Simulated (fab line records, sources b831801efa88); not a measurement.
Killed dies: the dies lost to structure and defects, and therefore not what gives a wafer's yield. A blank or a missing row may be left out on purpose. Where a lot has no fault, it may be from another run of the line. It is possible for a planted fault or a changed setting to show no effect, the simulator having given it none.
Which tool was responsible? :: flow gf180mcu :: Sampling: 15 lots, 45 wafers, 2 of 602 route steps

== WHAT THE GAUGES READ, wafer by wafer ==
GF_POLY_GATE_THK_MEAS_17. Usual: POLY_GATE_OXIDATION_THK 3.97 nm, standard deviation 0.084.
lot: L622
measured: day 9 08:35
on: filmMetro-04
POLY_GATE_OXIDATION_THK (nm): 3.78 3.81 3.89
flag: 

lot: L624
measured: day 9 22:43
on: filmMetro-04
POLY_GATE_OXIDATION_THK (nm): 3.95 3.90 3.96
flag: 

lot: L625
measured: day 9 23:50
on: filmMetro-03
POLY_GATE_OXIDATION_THK (nm): 3.98 4.03 4.05
flag: 

lot: L626
measured: day 10 09:37
on: filmMetro-04
POLY_GATE_OXIDATION_THK (nm): 3.96 3.91 3.94
flag: 

lot: L628
measured: day 11 02:56
on: filmMetro-03
POLY_GATE_OXIDATION_THK (nm): 3.95 4.08 4.06
flag: 

lot: L629
measured: day 11 06:41
on: filmMetro-03
POLY_GATE_OXIDATION_THK (nm): 3.93 3.96 3.92
flag: 

lot: L630
measured: day 11 15:11
on: filmMetro-04
POLY_GATE_OXIDATION_THK (nm): 3.97 4.01 4.02
flag: 

lot: L633
measured: day 12 19:14
on: filmMetro-04
POLY_GATE_OXIDATION_THK (nm): 3.96 4.02 3.94
flag: 

lot: L636
measured: day 13 12:54
on: filmMetro-03
POLY_GATE_OXIDATION_THK (nm): 3.89 3.97 3.83
flag: 

lot: L637
measured: day 14 02:05
on: filmMetro-03
POLY_GATE_OXIDATION_THK (nm): 4.14 4.10 4.09
flag: 

lot: L638
measured: day 14 10:52
on: filmMetro-03
POLY_GATE_OXIDATION_THK (nm): 3.96 3.92 3.97
flag: 

lot: L640
measured: day 14 19:05
on: filmMetro-03
POLY_GATE_OXIDATION_THK (nm): 3.93 3.94 3.98
flag: 

lot: L641
measured: day 14 23:20
on: filmMetro-04
POLY_GATE_OXIDATION_THK (nm): 3.96 4.00 4.02
flag: 

lot: L643
measured: day 15 15:10
on: filmMetro-04
POLY_GATE_OXIDATION_THK (nm): 3.83 3.86 3.93
flag: 

lot: L645
measured: day 16 04:26
on: filmMetro-03
POLY_GATE_OXIDATION_THK (nm): 3.89 3.88 3.92
flag: 

GF_HV_LDD_TW_MEAS_11. Usual: HV_LDD_TW 2401, standard deviation 20.
lot: L622
measured: day 10 02:41
on: filmMetro-04
HV_LDD_TW: 2409 2400 2401
flag: 

lot: L624
measured: day 10 16:46
on: filmMetro-04
HV_LDD_TW: 2405 2408 2410
flag: 

lot: L625
measured: day 10 18:33
on: filmMetro-04
HV_LDD_TW: 2405 2405 2408
flag: 

lot: L626
measured: day 11 04:05
on: filmMetro-04
HV_LDD_TW: 2410 2415 2404
flag: 

lot: L628
measured: day 11 21:50
on: filmMetro-02
HV_LDD_TW: 2375 2375 2377
flag: 

lot: L629
measured: day 12 01:56
on: filmMetro-02
HV_LDD_TW: 2390 2377 2370
flag: 

lot: L630
measured: day 12 10:54
on: filmMetro-02
HV_LDD_TW: 2379 2373 2384
flag: 

lot: L633
measured: day 13 15:17
on: filmMetro-04
HV_LDD_TW: 2418 2411 2415
flag: 

lot: L636
measured: day 14 09:32
on: filmMetro-04
HV_LDD_TW: 2431 2439 2438
flag: 

lot: L637
measured: day 14 23:38
on: filmMetro-04
HV_LDD_TW: 2423 2430 2422
flag: 

lot: L638
measured: day 15 08:13
on: filmMetro-01
HV_LDD_TW: 2375 2383 2376
flag: 

lot: L640
measured: day 15 16:23
on: filmMetro-02
HV_LDD_TW: 2384 2379 2382
flag: 

lot: L641
measured: day 15 21:49
on: filmMetro-04
HV_LDD_TW: 2438 2432 2426
flag: 

lot: L643
measured: day 16 13:04
on: filmMetro-04
HV_LDD_TW: 2412 2429 2407
flag: 

lot: L645
measured: day 17 03:14
on: filmMetro-04
HV_LDD_TW: 2402 2403 2400
flag: 

== WHICH TOOL RAN EACH LOT (tool, then ch and the chambers of the sampled wafers, then the start) ==
There is no process step in the record ahead of these readings.

== AS READ BY THE TOOLS THEMSELVES (means over the sampled wafers that have a number; for cases with no such wafer, the mark the record gives instead) ==
The record holds no such reading with a usual standard deviation.

== THE ANSWER, worked out from the rows above alone ==
Rule: a lot is off if the mean of its wafers that have a number lies more than 3 standard deviations from the usual mean. A lot without any number at a reading at which 4 lots or more have one is off too. Where the step has rows for the other lots, those lots are counted as sound. After the gauges, taken in route order, come the tools' own readings; for these a lot's mean is taken, as printed above. At the first step where some lot is off, the reading lying furthest off is the one used; lots without a number count as furthest.
None of the lots is off at any reading shown; this tells nothing.

== WHAT THE SIMULATOR HAD INSERTED ==
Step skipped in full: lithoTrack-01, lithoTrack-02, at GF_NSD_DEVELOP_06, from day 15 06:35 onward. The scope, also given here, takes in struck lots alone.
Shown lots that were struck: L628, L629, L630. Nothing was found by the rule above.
